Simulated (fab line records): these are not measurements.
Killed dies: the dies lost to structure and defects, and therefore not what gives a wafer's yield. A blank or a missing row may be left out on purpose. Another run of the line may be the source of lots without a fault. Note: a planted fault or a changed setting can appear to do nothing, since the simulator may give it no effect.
Matching of chambers ; flow sky130 ; pecvd-04 running SKY_PASSIVATION_CVD_02: 3 sister chambers
The step deposits Si3N4, target thk 540 nm. 3 wafers are shown with their chamber, then 11 later ones without.

== WAFERS PAIRED WITH THEIR CHAMBERS ==
wafer;chamber;heater_power_w (W)
L090.1;0;756
L090.3;2;689
L093.1;1;713

== WAFERS MISSING THEIR CHAMBER ==
wafer;heater_power_w (W)
L093.2;705
L093.4;719
L095.1;649
L095.5;770
L095.6;684
L096.2;632
L096.4;750
L096.5;749
L097.3;773
L097.4;707
L097.5;765

== EACH ONE'S CHAMBER ==
wafer;from the rows above;in truth
L093.2;can't be placed: 1 or 2 or 0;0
L093.4;can't be placed: 1 or 2 or 0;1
L095.1;can't be placed: 2 or 1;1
L095.5;can't be placed: 0 or 1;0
L095.6;can't be placed: 2 or 1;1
L096.2;can't be placed: 2 or 1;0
L096.4;can't be placed: 0 or 1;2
L096.5;can't be placed: 0 or 1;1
L097.3;can't be placed: 0 or 1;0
L097.4;can't be placed: 1 or 2 or 0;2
L097.5;can't be placed: 0 or 1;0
Correctly placed: 0 of 11. Can't be placed from these rows: 11 (the true chamber is among the candidates in 9). Placed wrongly: 0.
How it was worked out, from the rows above alone: a wafer's distance from a chamber is the root of the sum, over the readings, of the square of ((its reading less the chamber's mean) divided by the reading's scatter). If the next closest chamber is less than 2 further off than the closest, the wafer can't be placed; otherwise it belongs to the closest. For every chamber, the mean is computed from those of its wafers that are shown. The scatter (one wafer shown for each chamber): square how far every hidden wafer sits from the nearest shown wafer, average those squares and take the square root.
